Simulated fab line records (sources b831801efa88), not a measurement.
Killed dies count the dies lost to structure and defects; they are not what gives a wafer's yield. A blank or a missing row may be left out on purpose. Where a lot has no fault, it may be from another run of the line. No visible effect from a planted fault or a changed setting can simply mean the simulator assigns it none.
Which tool was responsible? -- flow sky130 -- 15 lots with 45 wafers sampled at 3 steps, on a route of 708 steps

== WHAT EACH GAUGE READ, for each wafer ==
SKY_PWDE_OVL_MEAS_07.
lot,measured,on,PWDE_OVL (nm)
L843,day 3 21:30,overlay-02,1.6 -0.9 -0.1
L845,day 4 07:02,overlay-02,-0.4 -2.0 -3.1
L846,day 4 12:08,overlay-01,-1.0 -0.1 0.0
L847,day 4 18:53,overlay-02,-0.9 -0.6 -2.8
L852,day 6 03:25,overlay-01,0.5 0.7 1.1
L853,day 6 10:43,overlay-02,1.3 1.9 0.4
L854,day 6 15:11,overlay-02,0.1 -1.3 0.3
L855,day 6 15:53,overlay-02,-0.2 0.5 0.6
L858,day 7 15:55,overlay-01,-1.5 0.3 -0.9
L861,day 8 03:53,overlay-02,-0.6 0.5 0.3
L862,day 8 08:00,overlay-01,2.7 0.3 1.5
L863,day 8 12:10,overlay-01,-0.8 2.0 0.1
L864,day 8 19:07,overlay-02,0.1 -2.7 0.0
L865,day 8 23:11,overlay-02,1.7 -0.7 2.1
L866,day 9 09:02,overlay-02,-1.5 -1.3 -2.1

SKY_POLY_GATE_CD_MEAS_22.
lot,measured,on,cd nm (nm)
L843,day 16 08:34,cd sem-01,153.5 150.6 147.5
L845,day 16 23:38,cd sem-01,151.6 146.8 146.4
L846,day 17 11:38,cd sem-02,150.4 151.1 149.7
L847,day 17 16:55,cd sem-02,151.4 149.3 150.7
L852,day 20 03:41,cd sem-02,147.7 150.6 147.8
L853,day 20 15:20,cd sem-02,- - -
L854,day 20 21:59,cd sem-02,- - -
L855,day 20 21:38,cd sem-01,- - -
L858,day 22 08:14,cd sem-01,143.9 146.9 143.4
L861,day 23 04:19,cd sem-01,152.9 150.1 152.2
L862,day 23 07:43,cd sem-01,149.6 148.8 155.0
L863,day 23 16:51,cd sem-01,152.3 157.1 151.4
L864,day 24 01:14,cd sem-01,153.1 145.3 147.4
L865,day 24 11:05,cd sem-02,150.6 149.3 147.1
L866,day 24 14:28,cd sem-01,151.1 148.4 152.2

== WHAT TOOL EACH LOT RAN ON (gives the tool, then ch and the chambers of the sampled wafers, and finally the start) ==
lot,SKY_POLY_GATE_DEVELOP_12
L843,"litho track-02 ch 0, day 16 06:00"
L845,"litho track-01 ch 0, day 16 21:00"
L846,"litho track-02 ch 0, day 17 06:00"
L847,"litho track-02 ch 0, day 17 14:00"
L852,"litho track-02 ch 0, day 20 00:00"
L853,"litho track-04, day 20 13:00"
L854,"litho track-04, day 20 19:00"
L855,"litho track-04, day 20 19:00"
L858,"litho track-04 ch 0, day 22 06:00"
L861,"litho track-01 ch 0, day 23 02:00"
L862,"litho track-04 ch 0, day 23 05:00"
L863,"litho track-04 ch 0, day 23 14:00"
L864,"litho track-04 ch 0, day 23 23:00"
L865,"litho track-02 ch 0, day 24 09:00"
L866,"litho track-04 ch 0, day 24 12:00"
- SKY_POLY_GATE_DEVELOP_12: develop time 60 s.

== WHAT THE TOOLS THEMSELVES READ (means of the sampled wafers that have a number; where no wafer has one, the mark that the record gives instead) ==
SKY_POLY_GATE_DEVELOP_12.
lot,tool,chill plate temp C (C)
L843,litho track-02,22.79
L845,litho track-01,22.89
L846,litho track-02,23.19
L847,litho track-02,23.08
L852,litho track-02,22.95
L853,litho track-04,-
L854,litho track-04,-
L855,litho track-04,-
L858,litho track-04,22.92
L861,litho track-01,22.99
L862,litho track-04,23.06
L863,litho track-04,23.31
L864,litho track-04,23.06
L865,litho track-02,22.94
L866,litho track-04,23.01

== THE ANSWER, worked out from the rows above alone ==
Rule: usual is defined by the lots themselves. Put in order of their means at a reading, lots are off if they are a third of the lots or fewer, leave a main group of 4 or more, and stand apart from it by a gap of 3 or more times the standard deviation of the main group's means; of several such gaps the widest counts. If all means in a main group match to the digits the tables above print for the reading, that group is not used. A lot without any number at a reading at which 4 lots or more have one is off too. Any other lot the step has rows for is counted as sound. After the gauges, taken in route order, come the tools' own readings; for these a lot's mean is taken, as printed above. The first step at which some lot is off is used, and at that step the reading that is off furthest; a lot without a number counts as furthest.
Off, at SKY_POLY_GATE_CD_MEAS_22 on cd nm: L853, L854, L855. Without a number there: L853, L854, L855. The main group has a mean of 149.8 nm with a standard deviation of 2.1.
If a tool, at a process step before that reading, ran all the lots that are off and no sound lot after the first of them, it fits. Not tried: the gauges at SKY_POLY_GATE_CD_MEAS_22; whatever is off there is also off at SKY_POLY_GATE_DEVELOP_12, on other tools, and gauge error can't account for it. None of those tried fits.

== WHAT THE SIMULATOR PUT IN ==
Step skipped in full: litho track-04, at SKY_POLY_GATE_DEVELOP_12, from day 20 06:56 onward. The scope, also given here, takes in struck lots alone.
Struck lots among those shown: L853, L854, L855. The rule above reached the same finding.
